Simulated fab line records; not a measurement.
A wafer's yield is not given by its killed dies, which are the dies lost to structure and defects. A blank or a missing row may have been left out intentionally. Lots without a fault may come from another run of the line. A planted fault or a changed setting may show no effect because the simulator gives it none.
fab line records | flow sky130
record: lots: 11 | wafers: 33 | last-day: 50
route steps=708 shown SONOS_ONO@181 SPACER@305 SD_P@329 CONTACT@410
lots that met no fault: from a run of the same line without faults
start-h: the number of hours between the record's first day and the start of the first shown wafer of the lot | wait-h: how many hours have passed since the lot's step before this one | " as in the row above | L1.1+2: a row that stands for several wafers | - no value, or no start was given | * or withheld: withheld | < > ~ a bound
route shown NAME@n: NAME is a module with steps in the file, n the number in the route of the first one | usual: mean and standard deviation over wafers with no fault | same: alike in all rows | chamber/n: place in a boat | sites: each site's reading | _std_site: the values' standard deviation | _edge_site: outer sites' mean less inner sites' | radius-mm: how far each site lies from the wafer's centre | mask NAME#n: copy n | behind: the most recent tool/chamber to have shaped the wafer | hold: what put the lot on hold/how long, in hours/how the hold closed | device: whichever transistor did not switch (one of n, p or np) | end of line: the same wafers' tests at the end of the route | where a step has no rows: the recipe by itself | killed: dies that structure and defects cost at the first sort, which is not the same as the wafer's yield | map: the dies of a wafer, with x for killed, . for not killed, _ for no die there
set.NAME: setting as actually run; set.NAME@STEP: the setting as run at that earlier step | model.NAME: the simulator's own value behind a step, which no gauge read
a sample of lots followed through the steps of the route, with each step as a table and each wafer as a row
services: from which hour (start-h, from the record's first day; less than 0 if before it) a tool's chamber was out of use, for how many hours, and why
== steps ==
step: SKY_SONOS_ONO_CD_MEAS_13
recipe: target-cd-nm: 410
usual: cd-nm: 409.5/2
lot.wafer | tool      | chamber | start-h | wait-h | cd-nm
L600.2    | cd-sem-02 | -       | 318.14  | 0.1    | 411.0
L600.3    | "         | -       | "       | "      | 412.3
L600.4    | "         | -       | "       | "      | 410.3
L602.1    | cd-sem-02 | -       | 330.81  | 0.1    | 409.7
L602.4    | "         | -       | "       | "      | 408.1
L602.5    | "         | -       | "       | "      | 408.4
L603.2    | cd-sem-01 | -       | 338.93  | 0.1    | 408.1
L603.4    | "         | -       | "       | "      | 405.8
L603.6    | "         | -       | "       | "      | 407.5
L609.1    | cd-sem-02 | -       | 387.16  | 0.1    | 411.2
L609.3    | "         | -       | "       | "      | 412.1
L609.4    | "         | -       | "       | "      | 414.2
L610.3    | cd-sem-02 | -       | 389.55  | 0.1    | 408.6
L610.5    | "         | -       | "       | "      | 409.9
L610.6    | "         | -       | "       | "      | 409.8
L612.1    | cd-sem-02 | -       | 405.91  | 0.1    | 411.2
L612.2    | "         | -       | "       | "      | 411.4
L612.5    | "         | -       | "       | "      | 411.1
L615.1    | cd-sem-01 | -       | 432.58  | 0.1    | 404.0
L615.4    | "         | -       | "       | "      | 404.8
L615.6    | "         | -       | "       | "      | 407.0
L616.2    | cd-sem-01 | -       | 439.93  | 0.1    | 409.1
L616.4    | "         | -       | "       | "      | 411.0
L616.5    | "         | -       | "       | "      | 408.8
L617.2    | cd-sem-02 | -       | 452.65  | 0.1    | 409.2
L617.5    | "         | -       | "       | "      | 408.9
L617.6    | "         | -       | "       | "      | 408.6
L618.2    | cd-sem-02 | -       | 459.43  | 0.1    | 411.4
L618.4    | "         | -       | "       | "      | 412.7
L618.5    | "         | -       | "       | "      | 409.7
L619.3    | cd-sem-01 | -       | 465.55  | 0.1    | 406.9
L619.4    | "         | -       | "       | "      | 409.1
L619.5    | "         | -       | "       | "      | 407.5
step: SKY_SPACER_THK_MEAS_01
recipe: reads: Si3N4_of_SPACER_CVD_00
usual: SPACER_CVD_00_THK: 43.1/0.39
lot.wafer | tool          | chamber | start-h | wait-h | SPACER_CVD_00_THK[nm]
L600.2    | film-metro-04 | -       | 564.84  | 0.0    | 43.2
L600.3    | "             | -       | "       | "      | 43.3
L600.4    | "             | -       | "       | "      | 43.0
L602.1    | film-metro-02 | -       | 583.39  | 0.0    | 42.7
L602.4    | "             | -       | "       | "      | 42.5
L602.5    | "             | -       | "       | "      | 42.6
L603.2    | film-metro-03 | -       | 593.32  | 0.0    | 42.6
L603.4    | "             | -       | "       | "      | 42.9
L603.6    | "             | -       | "       | "      | 42.6
L609.1    | film-metro-03 | -       | 642.48  | 0.0    | 42.9
L609.3    | "             | -       | "       | "      | 43.0
L609.4    | "             | -       | "       | "      | 43.0
L610.3    | film-metro-02 | -       | 645.80  | 0.0    | 43.5
L610.5    | "             | -       | "       | "      | 43.3
L610.6    | "             | -       | "       | "      | 42.9
L612.1    | film-metro-02 | -       | 658.18  | 0.0    | 42.9
L612.2    | "             | -       | "       | "      | 42.7
L612.5    | "             | -       | "       | "      | 43.0
L615.1    | film-metro-03 | -       | 686.96  | 0.0    | 43.1
L615.4    | "             | -       | "       | "      | 42.9
L615.6    | "             | -       | "       | "      | 43.0
L616.2    | film-metro-03 | -       | 689.22  | 0.0    | 43.1
L616.4    | "             | -       | "       | "      | 43.6
L616.5    | "             | -       | "       | "      | 43.4
L617.2    | film-metro-02 | -       | 705.01  | 0.0    | 43.0
L617.5    | "             | -       | "       | "      | 43.1
L617.6    | "             | -       | "       | "      | 43.3
L618.2    | film-metro-04 | -       | 705.01  | 0.0    | 43.2
L618.4    | "             | -       | "       | "      | 43.7
L618.5    | "             | -       | "       | "      | 43.7
L619.3    | film-metro-04 | -       | 712.17  | 0.0    | 43.7
L619.4    | "             | -       | "       | "      | 43.5
L619.5    | "             | -       | "       | "      | 43.2
step: SKY_SD_P_IMPLANT_09
recipe: species: BF2 | energy-kev: 20 | dose-cm2: 3e+15 | tilt-deg: 0
lot.wafer  | tool         | chamber | start-h | wait-h
L600.2+3+4 | implanter-02 | 0       | 623.61  | 0.0
L602.1+4+5 | implanter-03 | 0       | 646.09  | 0.0
L603.2+4+6 | implanter-02 | 0       | 651.71  | 0.0
L609.1+3+4 | implanter-03 | 0       | 697.99  | 0.0
L610.3+5+6 | implanter-04 | 0       | 702.66  | 0.1
L612.1+2+5 | implanter-03 | 0       | 714.39  | 0.0
L615.1+4+6 | implanter-04 | 0       | 742.84  | 0.0
L616.2+4+5 | implanter-03 | 0       | 745.46  | 0.0
L618.2+4+5 | implanter-02 | 0       | 760.96  | 0.0
L617.2+5+6 | implanter-03 | 0       | 762.04  | 0.0
L619.3+4+5 | implanter-02 | 0       | 767.04  | 0.1
step: SKY_SD_P_STRIP_10
recipe: chemistry: O2/N2 | power-w: 1400 | pressure-mtorr: 1500 | platen-temp-c: withheld | o2-flow-sccm: 3000 | n2-flow-sccm: 300 | overash-fraction: 0.5
usual: drypump-motor-current-A: 5.35/0.19 | n2-flow-sccm: 300.1/0.91 | oes-product-au: 0.617/0.0046 | strip-time-to-endpoint-s: 17.48/0.038
lot.wafer | tool            | chamber | start-h | wait-h | drypump-motor-current-A | n2-flow-sccm | oes-product-au | rf-hours-counter-h | strip-time-to-endpoint-s
L600.2    | plasma-asher-02 | 1       | 623.74  | 0.1    | 5.39                    | 300.0        | 0.621          | 90                 | 17.49
L600.3    | "               | 1       | "       | "      | 5.38                    | 300.2        | 0.625          | -                  | 17.46
L600.4    | "               | 0       | "       | "      | 5.73                    | 298.3        | 0.610          | -                  | 17.47
L602.1    | plasma-asher-02 | 1       | 646.24  | 0.1    | 5.37                    | 300.4        | 0.619          | 92                 | 17.47
L602.4    | "               | 0       | "       | "      | 5.70                    | 300.7        | 0.615          | -                  | 17.47
L602.5    | "               | 0       | "       | "      | 5.70                    | 299.2        | 0.610          | -                  | 17.48
L603.2    | plasma-asher-02 | 1       | 651.84  | 0.1    | 5.37                    | 300.9        | 0.632          | 93                 | 17.01
L603.4    | "               | 1       | "       | "      | 5.38                    | 299.8        | 0.633          | -                  | 17.01
L603.6    | "               | 1       | "       | "      | 5.38                    | 300.4        | 0.622          | -                  | 17.00
L609.1    | plasma-asher-04 | 0       | 698.14  | 0.1    | 5.23                    | 298.8        | 0.620          | 80                 | 17.54
L609.3    | "               | 1       | "       | "      | 5.17                    | 299.9        | 0.613          | -                  | 17.52
L609.4    | "               | 0       | "       | "      | 5.23                    | 300.1        | 0.609          | -                  | 17.50
L610.3    | plasma-asher-02 | 1       | 702.79  | 0.1    | 5.38                    | 298.5        | 0.630          | -                  | 17.41
L610.5    | "               | 0       | "       | "      | 5.72                    | 298.7        | 0.625          | -                  | 17.41
L610.6    | "               | 1       | "       | "      | 5.39                    | 298.6        | 0.613          | -                  | 17.45
L612.1    | plasma-asher-02 | 1       | 714.54  | 0.1    | 5.38                    | 299.8        | 0.620          | 100                | 17.46
L612.2    | "               | 0       | "       | "      | 5.71                    | 298.9        | 0.623          | 100                | 17.43
L612.5    | "               | 1       | "       | "      | 5.40                    | 298.4        | 0.621          | -                  | 17.45
L615.1    | plasma-asher-04 | 1       | 742.99  | 0.1    | 5.17                    | 300.1        | 0.615          | 85                 | 17.41
L615.4    | "               | 1       | "       | "      | 5.16                    | 300.3        | 0.621          | -                  | 17.47
L615.6    | "               | 0       | "       | "      | 5.26                    | 300.4        | 0.614          | -                  | 17.45
L616.2    | plasma-asher-01 | 0       | 745.59  | 0.1    | 5.23                    | 298.3        | 0.616          | 30                 | 17.52
L616.4    | "               | 0       | "       | "      | 5.24                    | 300.4        | 0.621          | -                  | 17.52
L616.5    | "               | 0       | "       | "      | 5.23                    | 299.9        | 0.628          | -                  | 17.50
L618.2    | plasma-asher-04 | 1       | 761.09  | 0.1    | 5.18                    | 300.5        | 0.612          | 87                 | 17.52
L618.4    | "               | 1       | "       | "      | 5.15                    | 300.4        | 0.612          | -                  | 17.54
L618.5    | "               | 0       | "       | "      | 5.21                    | 300.9        | 0.612          | -                  | 17.49
L617.2    | plasma-asher-04 | 0       | 762.16  | 0.1    | 5.22                    | 300.3        | 0.618          | 87                 | 17.51
L617.5    | "               | 0       | "       | "      | 5.24                    | 300.8        | 0.614          | -                  | 17.56
L617.6    | "               | 1       | "       | "      | 5.16                    | 300.6        | 0.615          | -                  | 17.49
L619.3    | plasma-asher-04 | 0       | 767.17  | 0.1    | 5.20                    | 302.2        | 0.613          | -                  | 17.48
L619.4    | "               | 1       | "       | "      | 5.21                    | 300.8        | 0.619          | -                  | 17.46
L619.5    | "               | 0       | "       | "      | 5.24                    | 301.3        | 0.613          | -                  | 17.49
step: SKY_SD_P_TW_MEAS_11
usual: SD_P_TW: 2815/16
lot.wafer | tool          | chamber | start-h | wait-h | hold                     | SD_P_TW
L600.2    | film-metro-02 | -       | 623.85  | 0.1    | -                        | 2805
L600.3    | "             | -       | "       | "      | -                        | 2797
L600.4    | "             | -       | "       | "      | -                        | 2816
L602.1    | film-metro-02 | -       | 646.34  | 0.1    | -                        | 2810
L602.4    | "             | -       | "       | "      | -                        | 2794
L602.5    | "             | -       | "       | "      | -                        | 2800
L603.2    | film-metro-03 | -       | 651.95  | 0.1    | await-dispo/0.2h/release | 2676
L603.4    | "             | -       | "       | "      | await-dispo/0.2h/release | 2682
L603.6    | "             | -       | "       | "      | await-dispo/0.2h/release | 2669
L603.2    | film-metro-03 | -       | 652.17  | 0.2    | -                        | 2681
L603.4    | "             | -       | "       | "      | -                        | 2667
L603.6    | "             | -       | "       | "      | -                        | 2683
L609.1    | film-metro-03 | -       | 698.24  | 0.1    | -                        | 2823
L609.3    | "             | -       | "       | "      | -                        | 2842
L609.4    | "             | -       | "       | "      | -                        | 2840
L610.3    | film-metro-02 | -       | 702.88  | 0.1    | -                        | 2793
L610.5    | "             | -       | "       | "      | -                        | 2799
L610.6    | "             | -       | "       | "      | -                        | 2797
L612.1    | film-metro-02 | -       | 714.64  | 0.1    | -                        | 2813
L612.2    | "             | -       | "       | "      | -                        | 2806
L612.5    | "             | -       | "       | "      | -                        | 2782
L615.1    | film-metro-02 | -       | 743.09  | 0.1    | -                        | 2783
L615.4    | "             | -       | "       | "      | -                        | 2788
L615.6    | "             | -       | "       | "      | -                        | 2787
L616.2    | film-metro-03 | -       | 745.70  | 0.1    | -                        | 2839
L616.4    | "             | -       | "       | "      | -                        | 2828
L616.5    | "             | -       | "       | "      | -                        | 2823
L618.2    | film-metro-02 | -       | 761.20  | 0.1    | -                        | 2806
L618.4    | "             | -       | "       | "      | -                        | 2807
L618.5    | "             | -       | "       | "      | -                        | 2809
L617.2    | film-metro-01 | -       | 762.27  | 0.1    | -                        | 2811
L617.5    | "             | -       | "       | "      | -                        | 2822
L617.6    | "             | -       | "       | "      | -                        | 2827
L619.3    | film-metro-02 | -       | 767.26  | 0.1    | -                        | 2797
L619.4    | "             | -       | "       | "      | -                        | 2815
L619.5    | "             | -       | "       | "      | -                        | 2806
step: SKY_SD_N_RS_MEAS_17
recipe: thk-meas-gauge: four-point-probe
usual: SD_P_RS: 146.9/0.35
lot.wafer | tool          | chamber | start-h | wait-h | hold                     | SD_P_RS[ohm/sq]
L600.2    | film-metro-01 | -       | 681.71  | 0.1    | -                        | 147.1
L600.3    | "             | -       | "       | "      | -                        | 147.2
L600.4    | "             | -       | "       | "      | -                        | 147.3
L602.1    | film-metro-02 | -       | 703.57  | 0.1    | -                        | 147.3
L602.4    | "             | -       | "       | "      | -                        | 147.2
L602.5    | "             | -       | "       | "      | -                        | 147.5
L603.2    | film-metro-02 | -       | 709.05  | 0.1    | await-dispo/0.2h/release | 150.7
L603.4    | "             | -       | "       | "      | await-dispo/0.2h/release | 150.7
L603.6    | "             | -       | "       | "      | await-dispo/0.2h/release | 150.4
L603.2    | film-metro-02 | -       | 709.47  | 0.4    | -                        | 151.1
L603.4    | "             | -       | "       | "      | -                        | 150.6
L603.6    | "             | -       | "       | "      | -                        | 150.7
L609.1    | film-metro-01 | -       | 755.02  | 0.1    | -                        | 146.5
L609.3    | "             | -       | "       | "      | -                        | 146.8
L609.4    | "             | -       | "       | "      | -                        | 146.7
L610.3    | film-metro-02 | -       | 759.96  | 0.1    | -                        | 146.6
L610.5    | "             | -       | "       | "      | -                        | 146.6
L610.6    | "             | -       | "       | "      | -                        | 146.2
L612.1    | film-metro-03 | -       | 770.78  | 0.1    | -                        | 146.3
L612.2    | "             | -       | "       | "      | -                        | 146.1
L612.5    | "             | -       | "       | "      | -                        | 146.4
L615.1    | film-metro-02 | -       | 798.47  | 0.1    | -                        | 147.0
L615.4    | "             | -       | "       | "      | -                        | 147.2
L615.6    | "             | -       | "       | "      | -                        | 147.1
L616.2    | film-metro-02 | -       | 800.54  | 0.1    | -                        | 147.0
L616.4    | "             | -       | "       | "      | -                        | 147.4
L616.5    | "             | -       | "       | "      | -                        | 147.0
L618.2    | film-metro-03 | -       | 816.21  | 0.1    | -                        | 147.0
L618.4    | "             | -       | "       | "      | -                        | 147.2
L618.5    | "             | -       | "       | "      | -                        | 146.9
L617.2    | film-metro-03 | -       | 817.00  | 0.1    | -                        | 147.0
L617.5    | "             | -       | "       | "      | -                        | 146.7
L617.6    | "             | -       | "       | "      | -                        | 147.1
L619.3    | film-metro-02 | -       | 820.94  | 0.1    | -                        | 146.9
L619.4    | "             | -       | "       | "      | -                        | 146.7
L619.5    | "             | -       | "       | "      | -                        | 146.3
step: SKY_CONTACT_CMP_04
recipe: material: SiO2 | down-force-psi: 4 | platen-rpm: 60 | pad-velocity-m-s: 0.94248
usual: motor-current-A: 12.1/0.77 | time-to-endpoint-s: 84/4.9
lot.wafer | tool   | chamber | start-h | wait-h | motor-current-A | time-to-endpoint-s
L600.3    | cmp-02 | 0       | 740.59  | 0.0    | 12.9            | 87
L600.4    | "      | 2       | "       | "      | 12.4            | 82
L600.2    | "      | 3       | "       | "      | 11.0            | 82
L602.4    | cmp-02 | 1       | 763.01  | 0.0    | 11.3            | 81
L602.1    | "      | 3       | "       | "      | 11.7            | 84
L602.5    | "      | 1       | "       | "      | 11.2            | 82
L603.4    | cmp-02 | 0       | 767.31  | 0.0    | 13.2            | 87
L603.2    | "      | 2       | "       | "      | 12.2            | 83
L603.6    | "      | 0       | "       | "      | 12.6            | 87
L609.1    | cmp-01 | 0       | 811.68  | 0.1    | 12.8            | 88
L609.4    | "      | 1       | "       | "      | 12.5            | 75
L609.3    | "      | 2       | "       | "      | 12.1            | 80
L610.3    | cmp-02 | 0       | 817.70  | 0.3    | 13.4            | 80
L610.5    | "      | 0       | "       | "      | 13.1            | 78
L610.6    | "      | 1       | "       | "      | 11.3            | 78
L612.1    | cmp-02 | 2       | 826.57  | 0.1    | 12.1            | 83
L612.2    | "      | 0       | "       | "      | 12.6            | 87
L612.5    | "      | 2       | "       | "      | 11.8            | 84
L615.1    | cmp-01 | 1       | 855.02  | 0.1    | 12.7            | 76
L615.4    | "      | 2       | "       | "      | 11.5            | 86
L615.6    | "      | 1       | "       | "      | 12.2            | 84
L616.2    | cmp-01 | 0       | 856.70  | 0.1    | 13.0            | 94
L616.4    | "      | 1       | "       | "      | 12.1            | 80
L616.5    | "      | 2       | "       | "      | 12.4            | 87
L618.2    | cmp-02 | 1       | 872.01  | 0.0    | 11.1            | 77
L618.4    | "      | 2       | "       | "      | 12.3            | 78
L618.5    | "      | 1       | "       | "      | 11.3            | 82
L617.2    | cmp-01 | 2       | 872.26  | 0.0    | 12.9            | 83
L617.5    | "      | 2       | "       | "      | 12.0            | 88
L617.6    | "      | 3       | "       | "      | 11.2            | 92
L619.4    | cmp-01 | 2       | 875.99  | 0.0    | 11.7            | 89
L619.3    | "      | 3       | "       | "      | 12.2            | 89
L619.5    | "      | 3       | "       | "      | 12.0            | 89
== services ==
tool            | chamber | start-h | hours | kind
plasma-asher-04 | -       | 640.21  | 1.2   | repair
plasma-asher-04 | -       | 641.40  | 2.8   | pm
cmp-02          | -       | 648.83  | 6.6   | pm
implanter-04    | -       | 648.87  | 0.6   | repair
cmp-01          | -       | 667.93  | 1.5   | repair
implanter-03    | -       | 680.02  | 1.8   | repair
implanter-02    | -       | 687.14  | 1.8   | repair
cmp-01          | -       | 697.33  | 4.0   | pm
implanter-02    | -       | 708.69  | 38.7  | repair
cmp-02          | -       | 709.32  | 1.2   | repair
cmp-01          | -       | 726.31  | 0.8   | repair
plasma-asher-02 | -       | 733.75  | 9.0   | pm
cmp-02          | -       | 734.35  | 2.3   | repair
cmp-01          | -       | 744.21  | 4.0   | pm
implanter-03    | -       | 752.46  | 6.2   | pm
cmp-02          | -       | 757.66  | 2.5   | repair
cmp-02          | -       | 802.76  | 1.7   | repair
cmp-01          | -       | 808.03  | 2.9   | repair
plasma-asher-02 | -       | 812.97  | 2.8   | pm
cmp-02          | -       | 828.17  | 1.4   | repair
cmp-02          | -       | 851.60  | 0.7   | repair
cmp-02          | -       | 858.47  | 3.0   | repair
cmp-01          | -       | 864.11  | 2.9   | repair
implanter-03    | -       | 870.01  | 22.1  | pm
== key ==
first-sign: step: SKY_SD_P_STRIP_10 | reading: strip-time-to-endpoint-s | direction: down | sigmas: 12 | usual: * | struck: *
effect: step: SKY_SD_P_STRIP_10 | reading: oes-product-au | direction: up | sigmas: 2.5 | usual: 0.617 | struck: 0.629
effect: step: SKY_SD_P_TW_MEAS_11 | reading: visit | direction: added
effect: step: SKY_SD_P_TW_MEAS_11 | reading: SD_P_TW | direction: down | sigmas: 8.7 | usual: 2815 | struck: 2676
effect: step: SKY_SD_N_RS_MEAS_17 | reading: SD_P_RS | direction: up | sigmas: 11 | usual: 146.9 | struck: 150.6
met-at SKY_SD_P_IMPLANT_09
struck-lots L603
tester-left-out L603
not-acting-at SKY_SONOS_ONO_CD_MEAS_13,SKY_SPACER_THK_MEAS_01,SKY_CONTACT_CMP_04
onset-between 623.61 651.71
fault: kind: process-parameter-drift | tool: implanter-02 | chamber: - | onset-h: 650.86 | steps: SKY_SD_P_IMPLANT_09 | channel: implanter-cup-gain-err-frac | offset: 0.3 | shape: step | end-h: 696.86
tester-left-out: of these lots the tester's yield and bins aren't shown, on N5 and GAA mostly nor the transistor test; their killed dies are dies lost to structure and defects alone, not to doping, threshold or leakage, so they don't give the yield
